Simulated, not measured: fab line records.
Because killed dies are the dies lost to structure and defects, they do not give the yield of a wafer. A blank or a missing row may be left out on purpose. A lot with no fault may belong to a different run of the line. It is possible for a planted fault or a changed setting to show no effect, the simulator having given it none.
fab line records	flow sky130
record lots=6	wafers=18	last-day=49
route steps=708 shown NWELL@65 PAD_OPEN@708
lots untouched by any fault: they come from a run of this same line in which no faults occurred
start-h: the number of hours between the record's first day and the start of the first shown wafer of the lot	wait-h: how many hours have passed since the lot's step before this one	" repeats the value in the row above	L1.1+2: several wafers, shown together as one row	- either no value or no given start	* or withheld: withheld	< > ~ a bound
route shown NAME@n: a module of which the file shows steps, and the number in the route of the first	usual: the fault-free wafers' mean and standard deviation	same: alike in all rows	chamber/n: place in a boat	sites: readings site by site	_std_site: standard deviation across them	_edge_site: the outer-site mean with the inner-site mean subtracted	radius-mm: for every site, how far away it sits from the centre of the wafer	mask NAME#n: copy n	behind: the last tool/chamber to shape the wafer	hold: reason for holding the lot/hours on hold/outcome of the hold	device: the transistor (n, p or np) that didn't switch	end of line: the same wafers' tests at the end of the route	step lacking rows: just its recipe	killed: at the first sort, the dies lost to defects and structure; wafer yield is something else	map: the dies of a wafer, with x for killed, . for not killed, _ for no die there
set.NAME: the setting as run; set.NAME@STEP: as run at that earlier step	model.NAME: the simulator's own value behind a step, which no gauge read
certain route steps with their lots: each step a table, each wafer a row
services: the hour from which a tool's chamber was out of use, counted from the record's first day as start-h (under 0 if before that day), plus the number of hours and why
## steps
# step SKY_NWELL_IMPLANT_12
# recipe species=P	energy-kev=121.6	dose-cm2=1.3e+12	tilt-deg=withheld
# step SKY_NWELL_IMPLANT_13
# recipe species=P	energy-kev=50	dose-cm2=7e+11	tilt-deg=withheld
# step SKY_NWELL_STRIP_14
# recipe chemistry=O2/N2	power-w=1400	pressure-mtorr=1500	platen-temp-c=withheld	o2-flow-sccm=3000	n2-flow-sccm=300	overash-fraction=0.5
# usual drypump-motor-current-A=6.1/0.32	n2-flow-sccm=299.9/0.91	oes-product-au=0.722/0.0042	strip-time-to-endpoint-s=36.94/0.1
# same overash-fraction=0.5
lot.wafer	tool	chamber	start-h	wait-h	drypump-motor-current-A	n2-flow-sccm	oes-product-au	rf-hours-counter-h	strip-time-to-endpoint-s
L305.1	plasma-asher-03	0	93.79	0.1	6.5	301.1	0.724	27	37.01
L305.5	"	0	"	"	6.5	301.4	0.727	-	37.06
L305.6	"	1	"	"	5.9	299.7	0.718	-	37.08
L307.1	plasma-asher-04	0	104.39	0.1	6.3	299.7	0.724	41	36.97
L307.3	"	1	"	"	6.2	300.7	0.712	-	36.94
L307.4	"	0	"	"	6.2	299.0	0.727	-	36.97
L308.1	plasma-asher-03	0	111.18	0.1	6.5	300.2	0.719	29	37.09
L308.5	"	0	"	"	6.5	301.9	0.717	-	37.08
L308.6	"	1	"	"	6.0	300.5	0.720	-	36.97
L309.3	plasma-asher-03	0	115.86	0.1	6.5	300.7	0.730	-	37.01
L309.4	"	1	"	"	5.9	300.1	0.724	-	36.85
L309.5	"	0	"	"	6.5	300.6	0.728	-	36.92
L321.3	plasma-asher-01	0	185.46	0.1	5.4	301.0	0.723	-	36.88
L321.4	"	1	"	"	5.9	299.5	0.717	-	36.73
L321.5	"	0	"	"	5.4	299.6	0.715	-	36.80
L324.2	plasma-asher-04	0	203.69	0.1	6.2	300.7	0.722	52	36.75
L324.4	"	0	"	"	6.3	301.3	0.722	-	36.87
L324.5	"	0	"	"	6.3	299.7	0.727	-	36.86
# step SKY_NWELL_TW_MEAS_15
# usual NWELL_TW=1813/19
lot.wafer	tool	chamber	start-h	wait-h	NWELL_TW
L305.1	film-metro-04	-	93.89	0.1	1824
L305.5	"	-	"	"	1820
L305.6	"	-	"	"	1820
L307.1	film-metro-04	-	104.49	0.1	1829
L307.3	"	-	"	"	1824
L307.4	"	-	"	"	1831
L308.1	film-metro-03	-	111.28	0.1	1800
L308.5	"	-	"	"	1806
L308.6	"	-	"	"	1802
L309.3	film-metro-01	-	115.95	0.1	1786
L309.4	"	-	"	"	1789
L309.5	"	-	"	"	1786
L321.3	film-metro-04	-	185.55	0.1	1832
L321.4	"	-	"	"	1834
L321.5	"	-	"	"	1833
L324.2	film-metro-01	-	203.80	0.1	1801
L324.4	"	-	"	"	1797
L324.5	"	-	"	"	1815
# step SKY_NWELL_DEHYDRATE_16
# recipe temp-c=200	time-s=60
# step SKY_NWELL_HMDS_17
# recipe prime-time-s=60	prime-temp-c=120
# step SKY_NWELL_COAT_18
# recipe spin-rpm=2000	resist-thk-nm=3000
# step SKY_NWELL_SOFTBAKE_19
# recipe temp-c=110	time-s=withheld
# step SKY_NWELL_EXPOSE_20
# recipe mask-id=NWM_COMPLEMENT	na=0.6	source-shape=conventional	sigma-outer=0.6	polarization=unpolarized	target-cd-nm=840	dose-mj=260
# step SKY_NWELL_PEB_21
# recipe temp-c=115	time-s=withheld
# step SKY_NWELL_DEVELOP_22
# recipe wall-angle-deg=90	developer=TMAH	develop-time-s=60	dev-temp-c=23
# step SKY_NWELL_OVL_MEAS_23
# usual NWELL_01_OVL=-0.8/1.4
lot.wafer	tool	chamber	start-h	wait-h	NWELL_01_OVL[nm]
L305.1	overlay-02	-	111.04	-	2.8
L305.5	"	-	"	"	2.2
L305.6	"	-	"	"	2.1
L307.1	overlay-02	-	122.20	-	0.0
L307.3	"	-	"	"	-0.5
L307.4	"	-	"	"	0.1
L308.1	overlay-02	-	128.98	-	-2.7
L308.5	"	-	"	"	-3.3
L308.6	"	-	"	"	-4.2
L309.3	overlay-02	-	134.80	-	0.0
L309.4	"	-	"	"	0.4
L309.5	"	-	"	"	1.1
L321.3	overlay-01	-	206.17	-	0.0
L321.4	"	-	"	"	-1.3
L321.5	"	-	"	"	-2.1
L324.2	overlay-02	-	225.64	-	-1.3
L324.4	"	-	"	"	-2.2
L324.5	"	-	"	"	-1.8
# step SKY_NWELL_IMPLANT_24
# recipe species=B	energy-kev=140	dose-cm2=9.2e+12	tilt-deg=withheld
# usual dose-ions-cm2=9.202e+12/1.1e+10	faraday-current-uA=51.8/1
lot.wafer	tool	chamber	start-h	wait-h	dose-ions-cm2	faraday-current-uA
L305.1	implanter-02	0	111.08	0.0	9.183e+12	53.6
L305.5	"	0	"	"	9.21e+12	51.1
L305.6	"	0	"	"	9.211e+12	51.6
L307.1	implanter-03	0	122.24	0.0	9.201e+12	51.0
L307.3	"	0	"	"	9.204e+12	50.7
L307.4	"	0	"	"	9.2e+12	52.6
L308.1	implanter-03	0	129.02	0.0	8.239e+12	46.1
L308.5	"	0	"	"	8.253e+12	45.1
L308.6	"	0	"	"	8.238e+12	45.7
L309.3	implanter-03	0	134.88	0.1	8.249e+12	47.1
L309.4	"	0	"	"	8.24e+12	45.7
L309.5	"	0	"	"	8.225e+12	46.4
L321.3	implanter-02	0	206.24	0.1	9.212e+12	51.9
L321.4	"	0	"	"	9.213e+12	52.9
L321.5	"	0	"	"	9.199e+12	51.0
L324.2	implanter-03	0	225.69	0.0	9.18e+12	50.1
L324.4	"	0	"	"	9.193e+12	52.1
L324.5	"	0	"	"	9.183e+12	52.8
# step SKY_NWELL_STRIP_25
# recipe chemistry=O2/N2	power-w=1400	pressure-mtorr=1500	platen-temp-c=withheld	o2-flow-sccm=3000	n2-flow-sccm=300	overash-fraction=0.5
# usual drypump-motor-current-A=6.1/0.34	n2-flow-sccm=299.9/0.91	oes-product-au=0.723/0.0047	strip-time-to-endpoint-s=36.91/0.08
# same overash-fraction=0.5
lot.wafer	tool	chamber	start-h	wait-h	drypump-motor-current-A	n2-flow-sccm	oes-product-au	rf-hours-counter-h	strip-time-to-endpoint-s
L305.1	plasma-asher-04	1	111.23	0.1	6.2	299.4	0.725	42	36.91
L305.5	"	1	"	"	6.2	298.9	0.726	-	36.90
L305.6	"	0	"	"	6.3	299.2	0.724	-	36.96
L307.1	plasma-asher-04	1	122.39	0.1	6.2	299.5	0.719	44	36.93
L307.3	"	0	"	"	6.3	299.3	0.720	-	36.81
L307.4	"	1	"	"	6.2	299.6	0.726	-	36.77
L308.1	plasma-asher-01	1	129.17	0.1	5.9	301.9	0.718	42	36.92
L308.5	"	0	"	"	5.4	298.4	0.720	-	36.93
L308.6	"	1	"	"	5.9	301.2	0.717	-	36.88
L309.3	plasma-asher-03	1	135.01	0.1	5.9	299.3	0.719	-	36.95
L309.4	"	0	"	"	6.5	300.6	0.725	-	36.95
L309.5	"	1	"	"	5.9	298.7	0.726	-	36.92
L321.3	plasma-asher-03	1	206.37	0.1	5.9	299.9	0.722	-	36.98
L321.4	"	0	"	"	6.4	298.9	0.728	-	36.94
L321.5	"	0	"	"	6.5	299.1	0.728	-	36.92
L324.2	plasma-asher-01	1	225.82	0.1	5.9	300.6	0.723	52	37.02
L324.4	"	1	"	"	5.9	299.3	0.715	-	37.08
L324.5	"	0	"	"	5.4	298.9	0.719	-	37.05
# step SKY_NWELL_TW_MEAS_26
# usual NWELL_2_TW=493/5.8
lot.wafer	tool	chamber	start-h	wait-h	hold	NWELL_2_TW
L305.1	film-metro-04	-	111.33	0.1	-	498
L305.5	"	-	"	"	-	498
L305.6	"	-	"	"	-	499
L307.1	film-metro-01	-	122.49	0.1	-	491
L307.3	"	-	"	"	-	491
L307.4	"	-	"	"	-	489
L308.1	film-metro-04	-	129.27	0.1	-	481
L308.5	"	-	"	"	-	485
L308.6	"	-	"	"	-	483
L309.3	film-metro-01	-	135.10	0.1	await-dispo/0.2h/release	471
L309.4	"	-	"	"	await-dispo/0.2h/release	469
L309.5	"	-	"	"	await-dispo/0.2h/release	470
L309.3	film-metro-01	-	135.32	0.2	-	469
L309.4	"	-	"	"	-	468
L309.5	"	-	"	"	-	469
L321.3	film-metro-03	-	206.46	0.1	-	489
L321.4	"	-	"	"	-	490
L321.5	"	-	"	"	-	493
L324.2	film-metro-04	-	225.93	0.1	-	499
L324.4	"	-	"	"	-	502
L324.5	"	-	"	"	-	502
# step SKY_PAD_OPEN_PROBE_99
# usual killed_at_M0_to_M3=43/6.8	killed_at_M4_up=3.2/1.7	killed-at-contacts=24/5.6	killed-at-front-end=15/4.7	killed-at-other=0.3/0.59	killed-dies=86/10	killed-open=47/6.8	killed-short=39/6.4
# same gross-dies=492	killed-at-back-side=0
lot.wafer	tool	chamber	start-h	wait-h	killed_at_M0_to_M3	killed_at_M4_up	killed-at-contacts	killed-at-front-end	killed-at-other	killed-dies	killed-open	killed-short	model.etest.pfet_16v.r-on-ohm-um	model.etest.res-pwell-under-gate.rs-ohm-sq	model.etest.pfet_16v.drive-ua-um	model.etest.field-n.vt-v
L305.1	prober-01	-	1091.76	0.1	46	1	23	20	0	90	52	38	1.464e+04	2258	252.3	34.77
L305.5	prober-01	-	1091.96	0.2	51	3	23	20	0	97	55	42	1.472e+04	2258	251.9	35.33
L305.6	prober-01	-	1092.01	0.2	55	4	12	12	0	83	48	35	1.462e+04	2266	249.1	34.57
L307.1	prober-02	-	1093.90	0.1	42	2	21	12	1	78	43	35	1.482e+04	2289	250.5	35.07
L307.3	prober-02	-	1094.00	0.2	46	2	24	9	0	81	44	37	1.506e+04	2280	248.5	35.43
L307.4	prober-02	-	1094.05	0.2	47	5	23	12	0	87	45	42	1.519e+04	2279	245.8	35.77
L308.1	prober-02	-	1103.96	0.1	47	7	30	24	0	108	61	47	1.574e+04	2471	234.6	33.41
L308.5	prober-02	-	1104.16	0.2	44	2	24	13	0	83	41	42	1.598e+04	2454	231.4	33.56
L308.6	prober-02	-	1104.21	0.2	41	2	26	15	0	84	49	35	1.601e+04	2480	232.7	33.65
L309.3	prober-01	-	1104.31	0.2	42	0	30	10	3	85	41	43	1.584e+04	2466	230.6	31.14
L309.4	prober-01	-	1104.36	0.2	59	5	23	13	1	101	54	46	1.613e+04	2469	225.8	32.34
L309.5	prober-01	-	1104.41	0.2	40	4	18	10	0	72	46	26	1.597e+04	2466	228.7	31.74
L321.3	prober-02	-	1182.16	0.2	40	3	37	19	1	100	61	39	1.49e+04	2298	246.6	35.26
L321.4	prober-02	-	1182.21	0.2	32	3	34	16	1	86	43	43	1.516e+04	2303	243.4	35.33
L321.5	prober-02	-	1182.26	0.2	48	1	20	18	0	87	59	28	1.482e+04	2286	247.3	34.97
L324.2	prober-02	-	1187.64	0.1	42	2	30	21	0	95	42	52	1.477e+04	2270	249.6	34.99
L324.4	prober-02	-	1187.74	0.2	43	4	33	19	2	101	50	51	1.473e+04	2271	250.1	34.9
L324.5	prober-02	-	1187.79	0.2	33	3	18	22	0	76	44	32	1.482e+04	2276	249	35.59
# killed by level:class
L305.1 VIA1:geometric-particle:open=12 VIA2:geometric-particle:open=8 CONTACT:geometric-particle:open=7 METAL2:geometric-particle:short=7 FIELD_ISO:geometric-particle:open=5 CONTACT:geometric-particle:short=5 LOCAL_INTERCONNECT:geometric-particle:short=5 VIA3:geometric-particle:open=5
L305.5 VIA1:geometric-particle:open=16 CONTACT:geometric-particle:open=10 FIELD_ISO:geometric-particle:open=8 VIA1:geometric-particle:short=8 METAL2:geometric-particle:short=7 VIA2:geometric-particle:open=6 LOCAL_INTERCONNECT:geometric-particle:short=5 FIELD_ISO:geometric-particle:short=4
L305.6 VIA1:geometric-particle:open=13 VIA1:geometric-particle:short=8 METAL2:geometric-particle:short=8 CONTACT:geometric-particle:open=6 VIA2:geometric-particle:open=6 VIA3:geometric-particle:open=6 METAL1:geometric-particle:short=5 METAL1:geometric-particle:open=5
L307.1 VIA2:geometric-particle:open=9 LI_CONTACT:geometric-particle:open=8 CONTACT:geometric-particle:open=7 VIA3:geometric-particle:open=7 METAL1:geometric-particle:short=6 VIA1:geometric-particle:open=5 METAL2:geometric-particle:short=5 CONTACT:geometric-particle:short=4
L307.3 CONTACT:geometric-particle:open=12 METAL1:geometric-particle:short=7 VIA2:geometric-particle:open=7 VIA2:geometric-particle:short=6 VIA3:geometric-particle:open=5 VIA1:geometric-particle:open=5 METAL2:geometric-particle:short=5 POLY_GATE:geometric-particle:short=4
L307.4 VIA2:geometric-particle:open=11 LI_CONTACT:geometric-particle:open=8 METAL2:geometric-particle:short=6 METAL1:geometric-particle:short=6 CONTACT:geometric-particle:open=5 VIA1:geometric-particle:open=5 VIA3:geometric-particle:open=5 METAL4:geometric-particle:short=5
L308.1 CONTACT:geometric-particle:open=11 VIA1:geometric-particle:open=11 VIA2:geometric-particle:open=8 VIA3:geometric-particle:open=6 LI_CONTACT:geometric-particle:open=6 LOCAL_INTERCONNECT:geometric-particle:short=6 VIA1:geometric-particle:short=6 FIELD_ISO:geometric-particle:short=5
L308.5 CONTACT:geometric-particle:open=13 METAL1:geometric-particle:short=9 VIA1:geometric-particle:open=8 METAL2:geometric-particle:short=6 VIA2:geometric-particle:short=5 FIELD_ISO:geometric-particle:short=4 POLY_GATE:geometric-particle:open=4 LI_CONTACT:geometric-particle:open=4
L308.6 VIA1:geometric-particle:open=9 CONTACT:geometric-particle:open=9 LI_CONTACT:geometric-particle:open=7 VIA1:geometric-particle:short=6 METAL1:geometric-particle:short=5 METAL2:geometric-particle:short=5 FIELD_ISO:geometric-particle:open=4 VIA2:geometric-particle:short=4
L309.3 VIA1:geometric-particle:open=10 CONTACT:geometric-particle:open=8 LOCAL_INTERCONNECT:geometric-particle:short=7 LI_CONTACT:geometric-particle:open=7 CONTACT:geometric-particle:short=6 VIA3:geometric-particle:open=6 METAL2:geometric-particle:short=6 VIA1:geometric-particle:short=5
L309.4 VIA1:geometric-particle:open=11 VIA2:geometric-particle:open=10 CONTACT:geometric-particle:open=10 METAL2:geometric-particle:short=10 VIA3:geometric-particle:open=9 METAL1:geometric-particle:short=6 POLY_GATE:geometric-particle:short=4 VIA1:geometric-particle:short=4
L309.5 VIA1:geometric-particle:open=9 VIA2:geometric-particle:open=8 CONTACT:geometric-particle:open=8 VIA1:geometric-particle:short=8 LI_CONTACT:geometric-particle:open=4 VIA3:geometric-particle:open=4 METAL1:geometric-particle:short=3 METAL2:geometric-particle:short=3
L321.3 CONTACT:geometric-particle:open=18 VIA1:geometric-particle:open=15 LI_CONTACT:geometric-particle:short=7 LI_CONTACT:geometric-particle:open=7 VIA3:geometric-particle:open=5 FIELD_ISO:geometric-particle:short=4 METAL2:geometric-particle:open=4 VIA2:geometric-particle:open=4
L321.4 CONTACT:geometric-particle:open=15 CONTACT:geometric-particle:short=7 VIA1:geometric-particle:open=6 METAL2:geometric-particle:short=5 LOCAL_INTERCONNECT:geometric-particle:short=5 VIA2:geometric-particle:open=5 VIA3:geometric-particle:open=5 FIELD_ISO:geometric-particle:short=4
L321.5 VIA1:geometric-particle:open=13 VIA2:geometric-particle:open=9 CONTACT:geometric-particle:open=7 VIA3:geometric-particle:open=7 LI_CONTACT:geometric-particle:open=6 CONTACT:geometric-particle:short=5 METAL2:geometric-particle:short=5 FIELD_ISO:geometric-particle:short=4
L324.2 CONTACT:geometric-particle:open=10 VIA1:geometric-particle:open=10 FIELD_ISO:geometric-particle:open=8 CONTACT:geometric-particle:short=8 METAL2:geometric-particle:short=7 LOCAL_INTERCONNECT:geometric-particle:short=6 VIA1:geometric-particle:short=6 POLY_GATE:geometric-particle:open=4
L324.4 VIA1:geometric-particle:open=10 LI_CONTACT:geometric-particle:open=10 METAL2:geometric-particle:short=9 LOCAL_INTERCONNECT:geometric-particle:short=8 CONTACT:geometric-particle:open=8 FIELD_ISO:geometric-particle:short=6 FIELD_ISO:geometric-particle:open=5 VIA3:geometric-particle:open=5
L324.5 VIA1:geometric-particle:open=8 FIELD_ISO:geometric-particle:short=7 POLY_GATE:geometric-particle:open=6 METAL2:geometric-particle:short=6 CONTACT:geometric-particle:open=6 VIA3:geometric-particle:open=6 LI_CONTACT:geometric-particle:open=5 LOCAL_INTERCONNECT:geometric-particle:short=5
## services
tool	chamber	start-h	hours	kind
implanter-03	-	78.07	1.4	repair
implanter-02	-	87.34	3.2	repair
plasma-asher-01	-	89.21	33.5	repair
plasma-asher-01	-	153.73	2.8	pm
implanter-02	-	176.85	4.9	pm
implanter-03	-	197.32	4.1	pm
implanter-03	-	202.75	4.6	pm
plasma-asher-03	-	207.40	0.8	repair
## key
first-sign step=SKY_NWELL_IMPLANT_24	reading=dose-ions-cm2	direction=down	sigmas=86	usual=*	struck=*
effect step=SKY_NWELL_IMPLANT_24	reading=faraday-current-uA	direction=down	sigmas=5.6	usual=51.8	struck=46.0
effect step=SKY_NWELL_TW_MEAS_26	reading=visit	direction=added
model-effect step=SKY_PAD_OPEN_PROBE_99	value=etest.pfet_16v.r-on-ohm-um	without=1.506e+04	struck=1.594e+04
met-at SKY_NWELL_IMPLANT_24
struck-wafers L308.1,L308.5,L308.6,L309.3,L309.4,L309.5
tester-left-out L308,L309
onset-between 122.24 129.02
fault kind=process-parameter-drift	tool=implanter-03	chamber=-	onset-h=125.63	steps=SKY_NWELL_IMPLANT_24	channel=dose-cm2	offset=*	shape=step	end-h=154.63	acts-in=*	stated=*
# tester-left-out: of these lots the tester's yield and bins aren't shown, on N5 and GAA mostly nor the transistor test; their killed dies are dies lost to structure and defects alone, not to doping, threshold or leakage, so they don't give the yield
